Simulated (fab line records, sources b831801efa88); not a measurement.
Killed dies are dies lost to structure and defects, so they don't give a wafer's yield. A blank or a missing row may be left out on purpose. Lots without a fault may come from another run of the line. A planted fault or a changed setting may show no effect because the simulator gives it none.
Chamber matching | flow gf180mcu | GF_STI_ETCH_13 on rie_diel-01: 4 sister chambers
The step etches the open film in CHF3/O2, stops on Si, target depth 282.31 nm, time 112.9 s. 7 wafers are shown with their chamber, then 7 later ones without.

WAFERS WITH THEIR CHAMBER
wafer  | chamber | drypump_motor_current_A (A) | throttle_valve_pct (%)
L351.4 | 1       | 5.9                         | 8.810
L351.6 | 1       | 5.9                         | 8.812
L357.1 | 0       | 5.6                         | 8.802
L357.2 | 3       | 5.7                         | 8.803
L357.5 | 3       | 5.7                         | 8.803
L360.1 | 0       | 5.7                         | 8.804
L360.4 | 2       | 5.4                         | 8.806

WAFERS WITHOUT THEIR CHAMBER
wafer  | drypump_motor_current_A (A) | throttle_valve_pct (%)
L360.5 | 5.6                         | 8.813
L362.2 | 5.9                         | 8.817
L362.3 | 5.4                         | 8.806
L362.5 | 5.4                         | 8.792
L364.1 | 5.4                         | 8.810
L364.2 | 5.7                         | 8.799
L364.4 | 5.6                         | 8.792

WHICH CHAMBER EACH WENT THROUGH
wafer  | from the rows above               | in truth
L360.5 | can't be placed: 1 or 2 or 0 or 3 | 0
L362.2 | 1                                 | 1
L362.3 | 2                                 | 2
L362.5 | can't be placed: 0 or 3 or 2      | 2
L364.1 | 2                                 | 2
L364.2 | can't be placed: 3 or 0           | 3
L364.4 | can't be placed: 0 or 3           | 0
Placed correctly: 3 of 7. Can't be placed from these rows: 4 (the true chamber is among the candidates in 4). Placed wrongly: 0.
How it was worked out, from the rows above alone: a wafer's distance from a chamber is the root of the sum, over the readings, of the square of ((its reading less the chamber's mean) divided by the reading's scatter). The wafer belongs to the nearest chamber; if the next one is less than 2 further off, it can't be placed. A chamber's mean is the mean of its shown wafers. The scatter: the root of (the sum of the squares of (reading less its chamber's mean) over the shown wafers, divided by (wafers less chambers)).
